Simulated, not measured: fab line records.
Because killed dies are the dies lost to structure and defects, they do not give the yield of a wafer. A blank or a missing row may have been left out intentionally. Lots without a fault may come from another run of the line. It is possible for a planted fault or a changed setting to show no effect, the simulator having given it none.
fab line records	flow sky130
record lots=11	wafers=32	last_day=50
route steps=708 shown VIA3@575 CAP2M@603 METAL4@633
lots that met no fault: from a run of the same line without faults
start_h: hours from the record's first day to the start of the lot's first wafer shown	wait_h: hours since the lot's step before	" as in the row above	L1.1+2: a row that stands for several wafers	- no value present, or no start provided	* or withheld: withheld	< > ~ a bound
route shown NAME@n: NAME is a module with steps in the file, n the number in the route of the first one	usual: mean/standard deviation of fault-free wafers	same: alike in all rows	chamber/n: place in a boat	sites: the reading at each site	_std_site: the standard deviation of these	_edge_site: mean of outer sites minus mean of inner sites	radius_mm: how far each site lies from the wafer's centre	mask NAME#n: copy n	behind: the tool/chamber that last shaped the wafer	hold: why the lot went on hold/how many hours it stayed there/how the hold came to an end	device: the n, p or np transistor that did not switch	end of line: the tests these same wafers got at the end of their route	for a step that has no rows: nothing shown but its recipe	killed: count of dies lost to structure and defects at first sort (not the wafer's yield)	map: the dies of a wafer, with x for killed, . for not killed, _ for no die there
set.NAME: the setting as run; set.NAME@STEP: as run at that earlier step	model.NAME: the simulator's own value behind a step, which no gauge read
one table for each step of the route and one row for each wafer, over a sample of lots
services: from which hour (start_h, from the record's first day; less than 0 if before it) a tool's chamber was out of use, for how many hours, and why
## steps
# step SKY_VIA3_CMP_02
# recipe material=SiO2	down_force_psi=4	platen_rpm=60	pad_velocity_m_s=0.94248
# usual head_pressure_psi=4.001/0.0086	motor_current_A=11.5/0.82
lot.wafer	tool	chamber	start_h	wait_h	head_pressure_psi	motor_current_A
L154.4	cmp-02	0	937.42	0.0	3.990	10.9
L154.2	"	1	"	"	3.993	11.7
L154.3	"	2	"	"	3.991	10.8
L157.1	cmp-01	0	951.98	0.1	3.991	11.9
L157.3	"	2	"	"	4.019	11.2
L157.2	"	3	"	"	3.992	13.3
L156.2	cmp-02	0	956.28	0.2	3.994	10.8
L156.6	"	1	"	"	4.001	11.3
L156.5	"	2	"	"	3.987	10.5
L160.4	cmp-01	1	979.05	0.1	3.998	11.9
L160.3	"	3	"	"	4.007	12.6
L160.6	"	0	"	"	4.000	12.0
L161.1	cmp-02	0	982.52	0.1	4.004	10.6
L161.4	"	2	"	"	3.995	11.2
L161.6	"	0	"	"	3.993	11.1
L162.2	cmp-01	1	987.16	0.1	4.002	11.1
L162.1	"	2	"	"	4.023	11.1
L162.6	"	3	"	"	3.978	13.2
L164.3	cmp-02	0	1002.03	0.0	4.020	10.9
L164.2	"	1	"	"	4.012	11.9
L164.4	"	3	"	"	4.004	11.2
L165.3	cmp-02	3	1009.61	0.0	4.002	11.1
L165.2	"	2	"	"	4.011	11.1
L165.5	"	3	"	"	3.995	11.5
L166.4	cmp-01	0	1019.82	0.1	4.001	11.8
L166.6	"	3	"	"	4.002	12.8
L166.5	"	0	"	"	4.004	11.8
L168.3	cmp-01	3	1029.81	0.0	4.006	13.2
L168.1	"	1	"	"	3.998	12.1
L168.4	"	2	"	"	4.004	10.8
L174.4	cmp-01	2	1054.84	0.1	3.995	10.7
L174.5	"	1	"	"	4.004	11.8
# step SKY_VIA3_CD_MEAS_12
# recipe target_cd_nm=200
# usual cd_nm=200.1/1.3
lot.wafer	tool	chamber	start_h	wait_h	cd_nm
L154.2	cd_sem-02	-	963.15	-	200.7
L154.3	"	-	"	"	200.2
L154.4	"	-	"	"	200.8
L157.1	cd_sem-02	-	976.42	-	202.0
L157.2	"	-	"	"	202.0
L157.3	"	-	"	"	202.4
L156.2	cd_sem-02	-	979.98	-	199.1
L156.5	"	-	"	"	199.2
L156.6	"	-	"	"	199.8
L160.3	cd_sem-02	-	1001.78	-	199.5
L160.4	"	-	"	"	199.9
L160.6	"	-	"	"	199.9
L161.1	cd_sem-02	-	1004.87	-	201.1
L161.4	"	-	"	"	201.5
L161.6	"	-	"	"	200.6
L162.1	cd_sem-02	-	1008.66	-	201.0
L162.2	"	-	"	"	202.0
L162.6	"	-	"	"	201.2
L164.2	cd_sem-02	-	1023.36	-	200.3
L164.3	"	-	"	"	201.9
L164.4	"	-	"	"	201.1
L165.2	cd_sem-02	-	1029.46	-	200.6
L165.3	"	-	"	"	200.8
L165.5	"	-	"	"	200.7
L166.4	cd_sem-02	-	1039.02	-	201.0
L166.5	"	-	"	"	199.3
L166.6	"	-	"	"	200.8
L168.1	cd_sem-02	-	1050.69	-	201.2
L168.3	"	-	"	"	199.5
L168.4	"	-	"	"	201.7
L174.4	cd_sem-02	-	1078.13	-	199.9
L174.5	"	-	"	"	198.5
# step SKY_CAP2M_CVD_00
# recipe material=SiO2	target_thk_nm=15.5	temp_c=400	time_s=withheld	rf_w=450
# usual heater_power_w=746/84
lot.wafer	tool	chamber	start_h	wait_h	heater_power_w
L154.2	pecvd-03	2	964.82	0.0	697
L154.3	"	1	"	"	722
L154.4	"	0	"	"	569
L157.1	pecvd-01	1	978.19	0.0	830
L157.2	"	2	"	"	764
L157.3	"	0	"	"	943
L156.2	pecvd-03	2	981.71	0.0	750
L156.5	"	1	"	"	818
L156.6	"	2	"	"	720
L160.3	pecvd-01	0	1003.41	0.0	886
L160.4	"	2	"	"	758
L160.6	"	2	"	"	775
L161.1	pecvd-04	2	1006.54	0.0	727
L161.4	"	2	"	"	708
L161.6	"	2	"	"	724
L162.1	pecvd-03	2	1010.39	0.0	667
L162.2	"	1	"	"	700
L162.6	"	0	"	"	657
L164.2	pecvd-04	2	1025.01	0.0	725
L164.3	"	2	"	"	725
L164.4	"	0	"	"	672
L165.2	pecvd-01	1	1031.10	0.0	756
L165.3	"	2	"	"	749
L165.5	"	0	"	"	905
L166.4	pecvd-01	2	1040.64	0.0	696
L166.5	"	0	"	"	872
L166.6	"	1	"	"	779
L168.1	pecvd-03	2	1052.35	0.0	690
L168.3	"	1	"	"	796
L168.4	"	2	"	"	690
L174.4	pecvd-03	2	1079.75	0.0	735
L174.5	"	1	"	"	708
# step SKY_CAP2M_THK_MEAS_01
# recipe reads=SiO2_of_CAP2M_CVD_00
# usual CAP2M_CVD_00_THK=15.47/0.22
lot.wafer	tool	chamber	start_h	wait_h	hold	CAP2M_CVD_00_THK[nm]
L154.2	film_metro-01	-	964.86	-	-	15.54
L154.3	"	-	"	"	-	15.11
L154.4	"	-	"	"	-	15.37
L157.1	film_metro-04	-	978.21	-	-	15.45
L157.2	"	-	"	"	-	14.80
L157.3	"	-	"	"	-	15.21
L156.2	film_metro-04	-	981.74	-	-	15.43
L156.5	"	-	"	"	-	15.49
L156.6	"	-	"	"	-	15.69
L160.3	film_metro-01	-	1003.46	-	-	15.12
L160.4	"	-	"	"	-	15.04
L160.6	"	-	"	"	-	15.11
L161.1	film_metro-04	-	1006.57	-	-	15.29
L161.4	"	-	"	"	-	15.69
L161.6	"	-	"	"	-	15.65
L162.1	film_metro-04	-	1010.41	-	-	15.38
L162.2	"	-	"	"	-	15.51
L162.6	"	-	"	"	-	15.50
L164.2	film_metro-04	-	1025.05	-	-	15.67
L164.3	"	-	"	"	-	15.75
L164.4	"	-	"	"	-	15.80
L165.2	film_metro-04	-	1031.13	-	-	15.41
L165.3	"	-	"	"	-	15.38
L165.5	"	-	"	"	-	15.33
L166.4	film_metro-01	-	1040.68	-	-	15.62
L166.5	"	-	"	"	-	15.46
L166.6	"	-	"	"	-	15.90
L168.1	film_metro-01	-	1052.39	-	-	15.14
L168.3	"	-	"	"	-	15.26
L168.4	"	-	"	"	-	15.53
L174.4	film_metro-01	-	1079.79	-	await_dispo/0.2h/release	15.48
L174.5	"	-	"	"	await_dispo/0.2h/release	14.43
L174.4	film_metro-01	-	1080.02	0.2	-	15.41
L174.5	"	-	"	"	-	14.41
# step SKY_CAP2M_THK_MEAS_04
# recipe thk_meas_gauge=xrf	reads=TiN_of_CAP2M_SPUTTER_02
# usual CAP2M_TIN_THK=202.2/2.6
lot.wafer	tool	chamber	start_h	wait_h	CAP2M_TIN_THK[nm]
L154.2	film_metro-02	-	965.14	0.1	202.0
L154.3	"	-	"	"	202.9
L154.4	"	-	"	"	201.6
L157.1	film_metro-01	-	978.50	0.1	203.5
L157.2	"	-	"	"	208.3
L157.3	"	-	"	"	206.8
L156.2	film_metro-01	-	982.03	0.1	202.6
L156.5	"	-	"	"	201.7
L156.6	"	-	"	"	202.1
L160.3	film_metro-02	-	1003.74	0.1	197.8
L160.4	"	-	"	"	198.7
L160.6	"	-	"	"	198.7
L161.1	film_metro-02	-	1006.86	0.1	197.3
L161.4	"	-	"	"	200.6
L161.6	"	-	"	"	196.1
L162.1	film_metro-02	-	1010.70	0.1	197.3
L162.2	"	-	"	"	198.9
L162.6	"	-	"	"	200.9
L164.2	film_metro-01	-	1025.34	0.1	199.7
L164.3	"	-	"	"	199.8
L164.4	"	-	"	"	198.2
L165.2	film_metro-01	-	1031.42	0.1	204.9
L165.3	"	-	"	"	203.8
L165.5	"	-	"	"	203.0
L166.4	film_metro-02	-	1040.97	0.1	200.9
L166.5	"	-	"	"	203.1
L166.6	"	-	"	"	199.6
L168.1	film_metro-04	-	1052.68	0.1	200.3
L168.3	"	-	"	"	199.0
L168.4	"	-	"	"	201.0
L174.4	film_metro-04	-	1085.08	0.1	204.5
L174.5	"	-	"	"	202.8
# step SKY_METAL4_ETCH_17
# recipe target=SiO2	stop_on=TiN	chemistry=C4F8/O2/Ar	source_w=1500	bias_w=1200	pressure_mtorr=40	c4f8_flow_sccm=withheld	O2_flow_sccm=6	Ar_flow_sccm=300	time_s=3.9	target_depth_a=150
# usual oes_product_au=0.754/0.0073
lot.wafer	tool	chamber	start_h	wait_h	oes_product_au	rf_hours_counter_h
L154.2	rie_diel-02	1	1010.77	0.1	0.764	24
L154.3	"	3	"	"	0.752	11
L154.4	"	2	"	"	0.752	8
L157.1	rie_diel-02	0	1022.16	0.1	0.751	7
L157.2	"	2	"	"	0.740	8
L157.3	"	3	"	"	0.734	11
L156.2	rie_diel-03	1	1024.87	0.1	0.747	11
L156.5	"	1	"	"	0.755	-
L156.6	"	0	"	"	0.748	-
L160.3	rie_diel-04	2	1043.67	0.0	0.739	17
L160.4	"	0	"	"	0.742	22
L160.6	"	0	"	"	0.744	-
L161.1	rie_diel-02	2	1045.77	0.1	0.744	9
L161.4	"	3	"	"	0.752	12
L161.6	"	0	"	"	0.755	-
L162.1	rie_diel-03	3	1052.02	0.1	0.756	10
L162.2	"	0	"	"	0.761	9
L162.6	"	2	"	"	0.754	-
L164.2	rie_diel-02	0	1068.42	0.1	0.753	8
L164.3	"	2	"	"	0.756	10
L164.4	"	0	"	"	0.769	-
L165.2	rie_diel-04	2	1078.01	0.1	0.759	18
L165.3	"	0	"	"	0.752	23
L165.5	"	3	"	"	0.749	-
L166.4	rie_diel-03	0	1087.71	0.0	0.754	10
L166.5	"	0	"	"	0.753	-
L166.6	"	1	"	"	0.759	-
L168.1	rie_diel-04	3	1096.76	0.1	0.744	18
L168.3	"	1	"	"	0.756	29
L168.4	"	0	"	"	0.742	24
L174.4	rie_diel-03	2	1121.22	0.0	0.753	0
L174.5	"	3	"	"	0.731	-
## services
tool	chamber	start_h	hours	kind
rie_diel-02	-	927.40	2.8	pm
cmp-02	-	931.49	0.5	repair
rie_diel-02	0	932.07	8.8	repair
cmp-02	-	932.29	4.0	repair
rie_diel-02	2	941.72	3.5	repair
cmp-02	-	961.50	7.6	pm
cmp-01	-	967.97	1.1	repair
rie_diel-02	2	970.93	6.1	repair
rie_diel-04	0	978.09	6.8	repair
rie_diel-04	2	980.28	8.7	repair
cmp-01	-	982.20	3.0	repair
pecvd-04	-	985.13	2.8	pm
pecvd-01	1	990.12	14.2	repair
cmp-01	-	992.88	0.6	repair
rie_diel-03	3	1002.08	14.8	repair
rie_diel-04	2	1005.42	19.4	repair
rie_diel-02	-	1012.88	0.4	repair
rie_diel-02	-	1022.43	0.6	repair
cmp-01	-	1056.13	1.8	repair
pecvd-03	2	1070.91	2.9	repair
cmp-02	-	1084.61	4.0	pm
pecvd-04	2	1092.21	5.0	repair
rie_diel-03	0	1102.90	1.5	repair
pecvd-01	-	1112.87	1.3	repair
## key
first_sign step=SKY_CAP2M_THK_MEAS_01	reading=visit	direction=added
effect step=SKY_CAP2M_THK_MEAS_01	reading=CAP2M_CVD_00_THK	direction=down	sigmas=4.7	usual=15.47	struck=14.43
effect step=SKY_METAL4_ETCH_17	reading=oes_product_au	direction=down	sigmas=3.1	usual=0.754	struck=0.731
met_at SKY_CAP2M_CVD_00
struck_lots L174
struck_wafers L174.5
not_acting_at SKY_VIA3_CMP_02,SKY_VIA3_CD_MEAS_12,SKY_CAP2M_THK_MEAS_04
onset_between 1052.35 1079.75
fault kind=process_parameter_drift	tool=pecvd-03	chamber=-	onset_h=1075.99	steps=SKY_CAP2M_CVD_00	channel=target_thk_nm	offset=-0.89558	shape=step	end_h=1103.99	scope=struck_wafers_only	acts_in=these_recipes_only	stated=15.5
